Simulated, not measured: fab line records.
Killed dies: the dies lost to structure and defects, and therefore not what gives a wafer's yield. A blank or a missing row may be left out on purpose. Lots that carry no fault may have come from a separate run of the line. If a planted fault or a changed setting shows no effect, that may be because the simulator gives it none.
fab line records ; flow sky130
record lots=11; wafers=33; last-day=50
route steps=708 shown METAL1@453 VIA1@470 PAD_OPEN@708
lots untouched by any fault: they come from a run of this same line in which no faults occurred
start-h: the number of hours between the record's first day and the start of the first shown wafer of the lot ; wait-h: time in hours since the lot's previous step ; " repeats the value in the row above ; L1.1+2: a single row standing in for several wafers ; - no value, or no start was given ; * or withheld: withheld ; < > ~ a bound
route shown NAME@n: names a module that has steps shown in the file, with the first one's number in the route ; usual: the fault-free wafers' mean and standard deviation ; same: alike in all rows ; chamber/n: place in a boat ; sites: per-site readings ; _std_site: how widely they spread, as a standard deviation ; _edge_site: the outer-site mean with the inner-site mean subtracted ; radius-mm: how far each site lies from the wafer's centre ; mask NAME#n: copy n ; behind: the most recent tool/chamber to have shaped the wafer ; hold: what put the lot on hold/how long, in hours/how the hold closed ; device: the n, p or np transistor that did not switch ; end of line: at the end of the route, the tests of the same wafers ; a step given without rows: its recipe and nothing more ; killed: at the first sort, the dies lost to defects and structure; wafer yield is something else ; map: shows each die of a wafer: x if killed, . if not, _ if none is there
set.NAME: the setting as run; set.NAME@STEP: as run at that earlier step ; model.NAME: the simulator's own value behind a step, which no gauge read
a sample of lots followed through the steps of the route, with each step as a table and each wafer as a row
services: when a tool's chamber went out of use (start-h, in hours from the record's first day, below 0 if earlier), for how many hours, and the reason
## steps
# step SKY_METAL1_METAL_ETCH_19
# recipe target-depth-a=3600; stop-on=SiO2; over-etch-frac=0.3; time-s=78; chemistry=Cl2/BCl3; resist-sidewall-deg=88; pressure-mtorr=10; icp-w=900; bias-w=48.5; Cl2_flow_sccm=60; bcl3-flow-sccm=30
# usual bias-w=48.51/0.15; drypump-motor-current-A=5.8/0.45; oes-product-au=0.854/0.0057; run-length-s=106.4/0.38; throttle-valve-pct=22.264/0.0093
lot.wafer;tool;chamber;start-h;wait-h;bias-w;drypump-motor-current-A;oes-product-au;rf-hours-counter-h;run-length-s;throttle-valve-pct
L544.2;rie-metal-01;1;757.37;0.0;48.71;5.3;0.853;4;106.8;22.271
L544.3;rie-metal-01;0;757.37;0.0;48.76;6.4;0.860;-;106.7;22.283
L544.6;rie-metal-01;0;757.37;0.0;48.57;6.4;0.851;-;106.6;22.257
L545.1;rie-metal-01;1;770.07;0.0;48.35;5.3;0.859;5;106.6;22.260
L545.3;rie-metal-01;1;770.07;0.0;48.32;5.3;0.849;-;106.6;22.274
L545.6;rie-metal-01;1;770.07;0.0;48.59;5.2;0.851;-;106.7;22.260
L546.4;rie-metal-01;0;790.85;0.1;48.40;6.4;0.866;-;106.9;22.256
L546.5;rie-metal-01;0;790.85;0.1;48.53;6.4;0.855;-;106.9;22.266
L546.6;rie-metal-01;1;790.85;0.1;48.65;5.2;0.852;-;106.4;22.259
L549.1;rie-metal-03;1;802.82;0.0;48.55;6.0;0.851;11;106.2;22.259
L549.5;rie-metal-03;1;802.82;0.0;48.69;6.0;0.857;-;106.2;22.269
L549.6;rie-metal-03;0;802.82;0.0;48.56;5.4;0.855;-;105.8;22.270
L550.2;rie-metal-01;0;815.02;0.0;48.62;6.4;0.853;5;106.6;22.265
L550.3;rie-metal-01;1;815.02;0.0;48.34;5.2;0.860;-;106.5;22.267
L550.5;rie-metal-01;0;815.02;0.0;48.53;6.4;0.854;-;106.8;22.257
L551.1;rie-metal-02;0;819.07;0.0;48.60;5.6;0.849;15;105.7;22.247
L551.2;rie-metal-02;1;819.07;0.0;48.53;5.7;0.855;3;106.0;22.253
L551.5;rie-metal-02;0;819.07;0.0;48.56;5.6;0.862;-;105.8;22.262
L553.2;rie-metal-03;1;833.32;0.0;48.39;6.0;0.847;12;106.8;22.264
L553.4;rie-metal-03;1;833.32;0.0;48.68;6.0;0.841;-;106.1;22.255
L553.6;rie-metal-03;1;833.32;0.0;48.37;6.0;0.844;-;106.3;22.257
L554.2;rie-metal-01;1;854.89;0.0;48.81;5.3;0.851;8;107.2;22.272
L554.3;rie-metal-01;1;854.89;0.0;48.84;5.3;0.863;-;107.1;22.271
L554.4;rie-metal-01;0;854.89;0.0;48.55;6.4;0.849;-;106.6;22.259
L560.1;rie-metal-02;0;899.39;0.0;48.55;5.6;0.849;2;105.6;22.263
L560.3;rie-metal-02;0;899.39;0.0;48.53;5.6;0.855;-;105.9;22.259
L560.5;rie-metal-02;1;899.39;0.0;48.46;5.8;0.853;-;106.7;22.259
L561.4;rie-metal-01;0;915.50;0.1;48.66;6.4;0.852;-;107.1;22.269
L561.5;rie-metal-01;0;915.50;0.1;48.63;6.4;0.853;-;106.9;22.258
L561.6;rie-metal-01;1;915.50;0.1;48.61;5.2;0.857;-;106.7;22.258
L567.2;rie-metal-01;1;937.87;0.0;48.64;5.3;0.859;12;106.7;22.268
L567.3;rie-metal-01;1;937.87;0.0;48.55;5.2;0.861;-;106.4;22.242
L567.4;rie-metal-01;0;937.87;0.0;48.27;6.4;0.862;-;106.5;22.267
# step SKY_VIA1_CD_MEAS_12
# recipe target-cd-nm=150
# usual cd-nm=149.4/1.4
lot.wafer;tool;chamber;start-h;wait-h;cd-nm
L544.2;cd-sem-02;-;785.09;-;150.8
L544.3;cd-sem-02;-;785.09;-;151.3
L544.6;cd-sem-02;-;785.09;-;150.2
L545.1;cd-sem-02;-;797.60;-;149.3
L545.3;cd-sem-02;-;797.60;-;148.2
L545.6;cd-sem-02;-;797.60;-;148.6
L546.4;cd-sem-01;-;818.63;-;146.5
L546.5;cd-sem-01;-;818.63;-;149.2
L546.6;cd-sem-01;-;818.63;-;149.3
L549.1;cd-sem-02;-;831.42;-;146.9
L549.5;cd-sem-02;-;831.42;-;147.3
L549.6;cd-sem-02;-;831.42;-;146.5
L550.2;cd-sem-01;-;842.91;-;150.9
L550.3;cd-sem-01;-;842.91;-;149.8
L550.5;cd-sem-01;-;842.91;-;150.5
L551.1;cd-sem-02;-;846.81;-;147.6
L551.2;cd-sem-02;-;846.81;-;147.9
L551.5;cd-sem-02;-;846.81;-;147.8
L553.2;cd-sem-02;-;861.76;-;149.0
L553.4;cd-sem-02;-;861.76;-;147.4
L553.6;cd-sem-02;-;861.76;-;149.1
L554.2;cd-sem-01;-;882.22;-;152.5
L554.3;cd-sem-01;-;882.22;-;151.7
L554.4;cd-sem-01;-;882.22;-;150.8
L560.1;cd-sem-01;-;925.60;-;147.8
L560.3;cd-sem-01;-;925.60;-;146.6
L560.5;cd-sem-01;-;925.60;-;148.0
L561.4;cd-sem-02;-;942.05;-;149.5
L561.5;cd-sem-02;-;942.05;-;149.8
L561.6;cd-sem-02;-;942.05;-;149.9
L567.2;cd-sem-02;-;963.77;-;149.2
L567.3;cd-sem-02;-;963.77;-;147.3
L567.4;cd-sem-02;-;963.77;-;148.6
# step SKY_VIA1_ETCH_14
# recipe chemistry=N2/H2; target=BARC; ion-energy-ev=200; source-w=500; bias-w=100; pressure-mtorr=30; n2-flow-sccm=100; h2-flow-sccm=200; stop-on=SiO2; time-s=45.9; target-depth-a=600
# usual bias-w=99.96/0.28; drypump-motor-current-A=5.5/0.41; oes-product-au=0.855/0.0048; run-length-s=74.2/0.49; throttle-valve-pct=13.224/0.0092
lot.wafer;tool;chamber;start-h;wait-h;bias-w;drypump-motor-current-A;oes-product-au;rf-hours-counter-h;run-length-s;throttle-valve-pct
L544.2;rie-diel-03;1;785.22;0.0;100.25;4.8;0.856;5;74.5;13.222
L544.3;rie-diel-03;2;785.22;0.0;100.01;6.1;0.866;13;74.3;13.231
L544.6;rie-diel-03;1;785.22;0.0;99.76;4.8;0.862;-;74.9;13.221
L545.1;rie-diel-02;1;797.75;0.0;99.69;6.0;0.853;6;74.3;13.211
L545.3;rie-diel-02;3;797.75;0.0;100.05;5.8;0.851;10;74.6;13.214
L545.6;rie-diel-02;1;797.75;0.0;99.71;6.0;0.849;-;74.0;13.222
L546.4;rie-diel-03;1;818.74;0.0;99.49;4.9;0.864;-;74.5;13.249
L546.5;rie-diel-03;0;818.74;0.0;99.89;4.9;0.851;-;74.2;13.234
L546.6;rie-diel-03;2;818.74;0.0;100.31;6.1;0.852;-;74.6;13.218
L549.1;rie-diel-02;1;831.57;0.0;99.52;6.0;0.855;6;74.3;13.223
L549.5;rie-diel-02;0;831.57;0.0;99.82;5.8;0.861;-;74.5;13.242
L549.6;rie-diel-02;1;831.57;0.0;99.35;6.0;0.851;-;74.4;13.218
L550.2;rie-diel-02;1;843.04;0.0;99.85;6.0;0.861;7;73.8;13.228
L550.3;rie-diel-02;0;843.04;0.0;99.64;5.8;0.853;7;74.6;13.225
L550.5;rie-diel-02;2;843.04;0.0;99.90;5.5;0.857;-;74.7;13.226
L551.1;rie-diel-03;2;846.96;0.0;100.22;6.1;0.861;15;74.5;13.211
L551.2;rie-diel-03;1;846.96;0.0;99.64;4.8;0.856;7;74.4;13.220
L551.5;rie-diel-03;1;846.96;0.0;99.29;4.8;0.857;-;75.3;13.227
L553.2;rie-diel-01;2;861.89;0.0;100.17;5.4;0.857;6;73.5;13.235
L553.4;rie-diel-01;0;861.89;0.0;99.93;5.1;0.844;21;73.7;13.209
L553.6;rie-diel-01;1;861.89;0.0;99.58;5.4;0.860;-;73.8;13.210
L554.2;rie-diel-01;3;882.35;0.0;100.03;5.0;0.857;13;74.4;13.216
L554.3;rie-diel-01;0;882.35;0.0;100.01;5.1;0.855;-;73.6;13.234
L554.4;rie-diel-01;3;882.35;0.0;100.04;5.0;0.850;-;74.5;13.233
L560.1;rie-diel-01;3;925.75;0.0;-;5.0;0.898;14;72.1;13.228
L560.3;rie-diel-01;0;925.75;0.0;99.56;5.1;0.858;0;74.0;13.221
L560.5;rie-diel-01;0;925.75;0.0;99.70;5.1;0.860;-;74.0;13.230
L561.4;rie-diel-01;2;942.14;0.0;99.86;5.4;0.858;7;73.3;13.240
L561.5;rie-diel-01;3;942.14;0.0;-;5.0;0.899;-;72.5;13.228
L561.6;rie-diel-01;2;942.14;0.0;100.15;5.4;0.860;-;73.5;13.225
L567.2;rie-diel-02;1;963.90;0.0;100.13;6.0;0.857;11;73.8;13.216
L567.3;rie-diel-02;2;963.90;0.0;99.88;5.5;0.861;-;74.6;13.234
L567.4;rie-diel-02;1;963.90;0.0;99.50;6.0;0.857;-;74.1;13.233
# step SKY_VIA1_CVD_21
# recipe material=W; target-thk-nm=270; time-s=80.902; temp-c=400; pressure-torr=40
# usual heater-power-w=808/83
lot.wafer;tool;chamber;start-h;wait-h;heater-power-w
L544.2;cvd-w-01;0;785.97;0.0;972
L544.3;cvd-w-01;1;785.97;0.0;879
L544.6;cvd-w-01;1;785.97;0.0;907
L545.1;cvd-w-02;1;798.50;0.0;779
L545.3;cvd-w-02;1;798.50;0.0;793
L545.6;cvd-w-02;1;798.50;0.0;796
L546.4;cvd-w-02;0;819.49;0.1;723
L546.5;cvd-w-02;1;819.49;0.1;785
L546.6;cvd-w-02;0;819.49;0.1;701
L549.1;cvd-w-01;1;832.31;0.0;899
L549.5;cvd-w-01;0;832.31;0.0;951
L549.6;cvd-w-01;1;832.31;0.0;893
L550.2;cvd-w-01;0;843.78;0.0;944
L550.3;cvd-w-01;1;843.78;0.0;908
L550.5;cvd-w-01;0;843.78;0.0;947
L551.1;cvd-w-02;1;847.70;0.0;771
L551.2;cvd-w-02;0;847.70;0.0;718
L551.5;cvd-w-02;1;847.70;0.0;783
L553.2;cvd-w-02;0;862.64;0.0;721
L553.4;cvd-w-02;0;862.64;0.0;707
L553.6;cvd-w-02;1;862.64;0.0;800
L554.2;cvd-w-02;0;883.18;0.0;731
L554.3;cvd-w-02;1;883.18;0.0;766
L554.4;cvd-w-02;0;883.18;0.0;745
L560.1;cvd-w-01;1;926.50;0.0;869
L560.3;cvd-w-01;0;926.50;0.0;941
L560.5;cvd-w-01;1;926.50;0.0;857
L561.4;cvd-w-02;0;943.32;0.1;731
L561.5;cvd-w-02;0;943.32;0.1;724
L561.6;cvd-w-02;1;943.32;0.1;782
L567.2;cvd-w-02;1;964.69;0.0;780
L567.3;cvd-w-02;0;964.69;0.0;709
L567.4;cvd-w-02;1;964.69;0.0;789
# step SKY_PAD_OPEN_PROBE_99
# usual defect-limited-yield=82.4/2.1; killed_at_M0_to_M3=43/7.4; killed_at_M4_up=3.1/1.9; killed-at-contacts=25/5.4; killed-at-front-end=15/4.3; killed-at-other=0.3/0.54; killed-dies=86/10; killed-open=46/7.4; killed-short=40/7; sort_bin_3_pad_short=0.9/0.39; sort_bin_5_function=10.3/1.6; sort_bin_6_memory=6.4/1.1; sort-n-pass=406/10; sort-yield-pct=82.4/2.1
# same gross-dies=492; killed-at-back-side=0; sort_bin_4_leakage[%]=0; sort_bin_8_speed[%]=0
lot.wafer;tool;chamber;start-h;wait-h;defect-limited-yield[%];killed_at_M0_to_M3;killed_at_M4_up;killed-at-contacts;killed-at-front-end;killed-at-other;killed-dies;killed-open;killed-short;sort_bin_3_pad_short[%];sort_bin_5_function[%];sort_bin_6_memory[%];sort-n-pass;sort-yield-pct[%]
L544.2;prober-01;-;1071.50;0.1;82.1;44;2;24;18;0;88;46;40;1.0;12.4;4.5;404;82.1
L544.3;prober-01;-;1071.55;0.2;79.1;51;1;27;23;1;103;47;54;1.2;10.8;8.9;389;79.1
L544.6;prober-01;-;1071.70;0.2;80.9;51;6;19;18;0;94;43;51;1.2;10.8;7.1;398;80.9
L549.1;prober-02;-;1105.35;0.1;82.5;45;2;19;20;0;86;36;50;0.8;9.1;7.5;406;82.5
L549.5;prober-02;-;1105.55;0.2;79.3;53;3;31;15;0;102;57;45;0.8;12.4;7.5;390;79.3
L549.6;prober-02;-;1105.60;0.2;84.6;37;4;22;13;0;76;38;38;1.0;7.7;6.7;416;84.6
L551.1;prober-02;-;1119.84;0.1;80.3;40;9;26;22;0;97;46;50;1.4;11.0;7.3;395;80.3
L551.2;prober-02;-;1119.89;0.1;83.5;35;2;30;13;1;81;44;37;1.4;9.3;5.7;411;83.5
L551.5;prober-02;-;1120.04;0.2;83.3;42;4;20;16;0;82;43;39;0.8;8.9;6.9;410;83.3
L553.2;prober-02;-;1130.63;0.1;82.3;38;3;34;11;1;87;48;39;0.2;9.3;8.1;405;82.3
L553.4;prober-02;-;1130.73;0.2;87.0;28;4;23;8;1;64;30;34;0.4;7.1;5.5;428;87.0
L553.6;prober-02;-;1130.83;0.2;87.8;30;4;17;8;1;60;38;22;1.0;7.3;3.9;432;87.8
L560.1;prober-01;-;1175.56;0.1;84.8;38;4;21;12;0;75;42;33;0.4;10.6;4.3;417;84.8
L560.3;prober-01;-;1175.66;0.2;83.5;39;1;26;15;0;81;42;38;0.8;12.0;3.7;411;83.5
L560.5;prober-01;-;1175.76;0.2;86.2;29;1;18;20;0;68;35;31;0.6;8.9;4.3;424;86.2
L561.4;prober-02;-;1187.67;0.2;80.7;40;2;29;24;0;95;58;37;0.8;11.0;7.5;397;80.7
L561.5;prober-02;-;1187.72;0.2;83.1;43;1;22;17;0;83;44;39;0.8;10.2;5.9;409;83.1
L561.6;prober-02;-;1187.77;0.2;82.7;46;1;24;14;0;85;48;37;1.2;9.6;6.5;407;82.7
# killed by level:class
L544.2 CONTACT:geometric-particle:short=8 METAL2:geometric-particle:short=8 CONTACT:geometric-particle:open=8 VIA3:geometric-particle:open=8 FIELD_ISO:geometric-particle:open=7 VIA1:geometric-particle:open=6 FIELD_ISO:geometric-particle:short=5 METAL1:geometric-particle:short=5
L544.3 VIA1:geometric-particle:open=9 CONTACT:geometric-particle:open=8 FIELD_ISO:geometric-particle:short=7 METAL2:geometric-particle:short=7 CONTACT:geometric-particle:short=7 METAL1:geometric-particle:short=6 VIA2:geometric-particle:open=6 METAL3:geometric-particle:short=6
L544.6 VIA1:geometric-particle:open=13 METAL2:geometric-particle:short=9 FIELD_ISO:geometric-particle:open=8 CONTACT:geometric-particle:open=8 FIELD_ISO:geometric-particle:short=6 METAL1:geometric-particle:short=6 VIA1:geometric-particle:short=6 CONTACT:geometric-particle:short=5
L549.1 VIA1:geometric-particle:open=10 FIELD_ISO:geometric-particle:short=7 VIA1:geometric-particle:short=7 LI_CONTACT:geometric-particle:open=6 METAL3:geometric-particle:short=6 METAL2:geometric-particle:short=5 CONTACT:geometric-particle:short=4 METAL1:geometric-particle:short=4
L549.5 CONTACT:geometric-particle:open=9 METAL1:geometric-particle:short=9 VIA3:geometric-particle:open=9 LI_CONTACT:geometric-particle:open=8 VIA2:geometric-particle:open=8 VIA1:geometric-particle:open=7 LOCAL_INTERCONNECT:geometric-particle:short=6 FIELD_ISO:geometric-particle:open=5
L549.6 VIA1:geometric-particle:open=9 LOCAL_INTERCONNECT:geometric-particle:short=6 VIA2:geometric-particle:open=6 FIELD_ISO:geometric-particle:short=5 LI_CONTACT:geometric-particle:short=4 LI_CONTACT:geometric-particle:open=4 CONTACT:geometric-particle:open=4 CONTACT:geometric-particle:short=4
L551.1 METAL4:geometric-particle:short=9 VIA1:geometric-particle:open=8 CONTACT:geometric-particle:open=7 LI_CONTACT:geometric-particle:open=7 VIA2:geometric-particle:short=7 FIELD_ISO:geometric-particle:short=6 LI_CONTACT:geometric-particle:short=6 VIA2:geometric-particle:open=6
L551.2 CONTACT:geometric-particle:open=9 VIA1:geometric-particle:open=9 LI_CONTACT:geometric-particle:open=8 LOCAL_INTERCONNECT:geometric-particle:short=5 VIA2:geometric-particle:open=5 LI_CONTACT:geometric-particle:short=4 VIA3:geometric-particle:short=4 SPACER:geometric-particle:short=3
L551.5 VIA3:geometric-particle:open=8 CONTACT:geometric-particle:open=7 METAL2:geometric-particle:short=7 VIA1:geometric-particle:open=6 VIA2:geometric-particle:open=6 VIA1:geometric-particle:short=5 FIELD_ISO:geometric-particle:short=4 FIELD_ISO:geometric-particle:open=4
L553.2 CONTACT:geometric-particle:open=11 VIA2:geometric-particle:open=9 LI_CONTACT:geometric-particle:open=8 CONTACT:geometric-particle:short=8 VIA1:geometric-particle:open=7 VIA3:geometric-particle:open=5 METAL1:geometric-particle:short=4 POLY_GATE:geometric-particle:short=3
L553.4 CONTACT:geometric-particle:open=10 METAL2:geometric-particle:short=7 LI_CONTACT:geometric-particle:open=6 POLY_GATE:geometric-particle:short=5 VIA1:geometric-particle:short=4 LOCAL_INTERCONNECT:geometric-particle:short=3 CONTACT:geometric-particle:short=3 METAL1:geometric-particle:short=3
L553.6 VIA1:geometric-particle:open=10 CONTACT:geometric-particle:open=8 LI_CONTACT:geometric-particle:open=6 METAL2:geometric-particle:short=5 FIELD_ISO:geometric-particle:open=3 POLY_GATE:geometric-particle:short=2 VIA2:geometric-particle:short=2 METAL1:geometric-particle:open=2
L560.1 CONTACT:geometric-particle:open=10 VIA1:geometric-particle:open=10 METAL2:geometric-particle:short=9 POLY_GATE:geometric-particle:open=5 VIA3:geometric-particle:open=5 VIA1:geometric-particle:short=5 METAL4:geometric-particle:short=4 POLY_GATE:geometric-particle:short=4
L560.3 VIA1:geometric-particle:open=13 CONTACT:geometric-particle:short=7 LI_CONTACT:geometric-particle:open=7 FIELD_ISO:geometric-particle:open=6 METAL1:geometric-particle:short=6 CONTACT:geometric-particle:open=5 METAL2:geometric-particle:short=5 LOCAL_INTERCONNECT:geometric-particle:short=4
L560.5 CONTACT:geometric-particle:open=6 VIA1:geometric-particle:short=5 VIA1:geometric-particle:open=5 VIA2:geometric-particle:open=5 FIELD_ISO:geometric-particle:short=4 POLY_GATE:geometric-particle:short=4 LI_CONTACT:geometric-particle:open=4 POLY_GATE:geometric-particle:open=3
L561.4 POLY_GATE:geometric-particle:open=11 LI_CONTACT:geometric-particle:open=11 CONTACT:geometric-particle:open=10 VIA1:geometric-particle:open=10 METAL2:geometric-particle:short=8 VIA3:geometric-particle:open=8 POLY_GATE:geometric-particle:short=4 FIELD_ISO:geometric-particle:open=3
L561.5 VIA1:geometric-particle:open=13 POLY_GATE:geometric-particle:short=10 LI_CONTACT:geometric-particle:open=9 METAL2:geometric-particle:short=7 VIA3:geometric-particle:open=6 VIA2:geometric-particle:open=5 LI_CONTACT:geometric-particle:short=5 CONTACT:geometric-particle:short=4
L561.6 VIA1:geometric-particle:open=13 CONTACT:geometric-particle:open=9 VIA2:geometric-particle:open=8 VIA3:geometric-particle:open=6 FIELD_ISO:geometric-particle:short=5 LI_CONTACT:geometric-particle:open=5 LOCAL_INTERCONNECT:geometric-particle:short=5 METAL2:geometric-particle:short=5
## services
tool;chamber;start-h;hours;kind
rie-diel-03;1;736.56;24.3;repair
cvd-w-01;-;741.17;0.3;repair
cvd-w-01;-;751.63;7.6;repair
cvd-w-02;-;761.29;2.8;pm
rie-diel-03;3;812.76;7.1;repair
rie-diel-03;-;823.39;0.6;repair
rie-metal-03;-;828.85;0.7;repair
rie-metal-01;0;829.84;4.3;repair
cvd-w-01;0;850.31;12.8;repair
rie-diel-01;1;862.68;7.6;repair
rie-metal-01;-;863.92;2.8;pm
rie-diel-03;2;869.64;5.8;repair
rie-diel-01;2;870.07;30.1;repair
rie-diel-01;1;871.21;17.7;repair
cvd-w-01;-;887.22;1.0;repair
rie-diel-01;-;889.09;15.6;pm
rie-diel-03;1;890.32;47.8;repair
cvd-w-01;-;890.53;2.8;repair
cvd-w-01;-;904.15;14.0;pm
rie-diel-03;-;938.95;2.8;pm
rie-diel-01;3;944.06;4.6;repair
rie-diel-02;0;950.75;7.5;repair
rie-diel-02;3;959.75;7.5;repair
rie-diel-02;0;961.73;7.6;repair
## key
first-sign step=SKY_VIA1_ETCH_14; reading=oes-product-au; direction=up; sigmas=9; usual=0.855; struck=0.898
effect step=SKY_VIA1_ETCH_14; reading=run-length-s; direction=down; sigmas=3.9; usual=*; struck=*
met-at SKY_VIA1_ETCH_14
struck-lots L560,L561
struck-wafers L560.1,L561.5
not-acting-at SKY_METAL1_METAL_ETCH_19,SKY_VIA1_CD_MEAS_12,SKY_VIA1_CVD_21
onset-between 882.35 925.75
fault kind=process-parameter-drift; tool=rie-diel-01; chamber=3; onset-h=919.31; steps=SKY_VIA1_ETCH_14; channel=time-s; offset=*; shape=step; end-h=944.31; acts-in=*; stated=*
